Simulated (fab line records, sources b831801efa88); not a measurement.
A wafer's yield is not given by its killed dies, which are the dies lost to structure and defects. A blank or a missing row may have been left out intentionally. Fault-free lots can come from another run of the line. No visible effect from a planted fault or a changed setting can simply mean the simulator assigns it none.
Comparing a struck lot with a sound one | flow sfq-line | 24 steps out of a route of 325
Sound: the wafers L365.1, L365.4, L365.6. The struck wafers were L379.1, L379.3, L379.6. At the end, the cause is stated.
Order at every step that has rows: each side's tool, ch and its chambers, its first start. Under that, the readings that differ: sound wafers | struck wafers | difference of the means | sigmas: that difference in standard deviations of wafers without a fault.
alike: a reading whose means differ by less than 2 such deviations, as well as words and numbers matching on both sides. not compared: withheld readings; readings where some wafer has no value; bounds like >300 that might hide an equal value; numbers whose values overlap and for which the record gives no deviation.
A row with sigmas, a row that says differs or no value, or rows on one side alone: a step with any of these is where the two part. Numbers that don't overlap but have no deviation are shown without sigmas and don't part them. Lack of a reading on every wafer of one side parts them only where that side has two or more wafers.

first, 1 step without rows for these wafers: SFQ_TRILAYER_M0_STRIP_SOLV_CLEAN_026 (cleans in NMP, time 600 s).
SFQ_TRILAYER_I0_DEP_PECVD_027: deposits SiO2 from SiH4/N2O, time 111.11 s, target thk 500 nm.
  sound on pecvd-02 ch 0,1,2, day 7 18:25; struck on pecvd-01 ch 0,1,2, day 12 17:29
  alike: heater-power-outer-w, heater-power-w, susceptor-temp-C, throttle-valve-pct
SFQ_TRILAYER_I0_CMP_CMP_028: polishes SiO2.
  sound on cmp-01 ch 1,3, day 7 19:44; struck on cmp-01 ch 0,1, day 12 18:11
  alike: motor-current-A, time-to-endpoint-s
SFQ_I0_BOW_MEAS_907:
  sound on film-metro-01 at day 7 22:44; struck on film-metro-04 at day 12 21:11
  alike: I0_BOW
SFQ_TRILAYER_I0_METRO_MEASURE_029:
  sound on film-metro-01 at day 7 22:51; struck on film-metro-04 at day 12 21:18
  alike: thk-nm
then, 6 steps without rows for these wafers: SFQ_TRILAYER_I0_VIA_LITHO_COAT_036 (resist thk 62 nm); SFQ_TRILAYER_I0_VIA_LITHO_COAT_031 (resist thk 650 nm); SFQ_TRILAYER_I0_VIA_LITHO_SOFTBAKE_035; SFQ_TRILAYER_I0_VIA_LITHO_EXPOSE_032 (exposes mask I0, target cd 500 nm); SFQ_TRILAYER_I0_VIA_LITHO_PEB_034 (peb time 60 s); SFQ_TRILAYER_I0_VIA_LITHO_DEVELOP_033 (time 60 s).
-- the record jumps here: 2 days lie between the struck wafers' starts before and after --
SFQ_I0_OVL_MEAS_908:
  sound on overlay-02 at day 10 02:22; struck on overlay-01 at day 14 23:49
  reading     | sound | struck    | difference | sigmas
  I0_OVL (nm) | 9 6 7 | -3 -10 -7 | -14        | -2
SFQ_TRILAYER_I0_VIA_BARC_OPEN_VIA_ETCH_046: etches BARC in O2, target depth 125 nm, time 41.7 s.
  sound on rie-diel-03 ch 0,1,3, day 10 02:24; struck on rie-diel-01 ch 1,3, day 14 23:52
  no value came back on the struck wafers for bias-w (W), chamber-pressure-mTorr (mTorr), drypump-motor-current-A (A), oes-product-au (a.u.); on the sound wafers bias-w (W) reads 79.85 80.04 80.40
  reading                                                 | sound             | struck            | difference | sigmas
  model.KrF_of_TRILAYER_I0_VIA_LITHO_COAT_031.thk-nm (nm) | 572.6 574.2 571.1 | 623.6 625.6 625.2 | +52.2      |
  not compared: rf-hours-counter-h
SFQ_TRILAYER_I0_VIA_ETCH_VIA_ETCH_034: etches SiO2 in CHF3, stops on Nb, target depth 260 nm.
  sound on rie-diel-03 ch 0,1,3, day 10 02:26; struck on rie-diel-01 ch 1,3, day 14 23:54
  reading                                                 | sound             | struck            | difference | sigmas
  oes-product-au (a.u.)                                   | 0.851 0.849 0.858 | 0.371 0.380 0.376 | -0.477     | -99 or more
  model.KrF_of_TRILAYER_I0_VIA_LITHO_COAT_031.thk-nm (nm) | 527.5 529.1 526.7 | 578 580.4 580     | +52        |
  alike: bias-w, chamber-pressure-mTorr, drypump-motor-current-A
SFQ_TRILAYER_I0_VIA_STRIP_STRIP_035: strips in O2.
  sound on rie-metal-03 ch 0, day 10 02:34; struck on rie-metal-01 ch 0,1, day 15 00:01
  alike: drypump-motor-current-A, oes-product-au
  not compared: rf-hours-counter-h
then, 2 steps without rows for these wafers: SFQ_TRILAYER_I0_VIA_STRIP_SOLV_CLEAN_036 (cleans in NMP, time 600 s); SFQ_TRILAYER_M1_DEP_PRE_CLEAN_038 (time 22.5 s).
SFQ_TRILAYER_M1_DEP_SPUTTER_037: material Nb, target thk 200 nm, time 133.3 s.
  sound on pvd-sputter-06 at day 10 03:22; struck on pvd-sputter-04 at day 15 00:49
  alike: throttle-valve-pct
SFQ_M1_RS_MEAS_909: measurement is done with a four-point probe.
  sound on film-metro-04 at day 10 03:27; struck on film-metro-03 at day 15 00:55
  alike: M1_NB_RS
then, 3 steps without rows for these wafers: SFQ_TRILAYER_M1_LITHO_COAT_044 (resist thk 62 nm); SFQ_TRILAYER_M1_LITHO_COAT_039 (resist thk 600 nm); SFQ_TRILAYER_M1_LITHO_SOFTBAKE_043.
-- the record jumps here: 2 days lie between the struck wafers' starts before and after --
SFQ_TRILAYER_M1_LITHO_EXPOSE_040: exposes mask M1, target cd 500 nm.
  struck on krf-scanner-01, day 17 10:27; sound on krf-scanner-01 ch 0, day 12 00:25
  no value came back on the struck wafers for exposure-dose-mJ-cm2, focus-offset-nm (nm); on the sound wafers exposure-dose-mJ-cm2 reads 14.402 14.393 14.400
  alike: mask
then, 1 step without rows for these wafers: SFQ_TRILAYER_M1_LITHO_PEB_042 (peb time 60 s).

## WHERE THEY PART
First at SFQ_I0_OVL_MEAS_908; last, within this record, at SFQ_TRILAYER_M1_LITHO_EXPOSE_040.

WHY: whatever the simulator had introduced
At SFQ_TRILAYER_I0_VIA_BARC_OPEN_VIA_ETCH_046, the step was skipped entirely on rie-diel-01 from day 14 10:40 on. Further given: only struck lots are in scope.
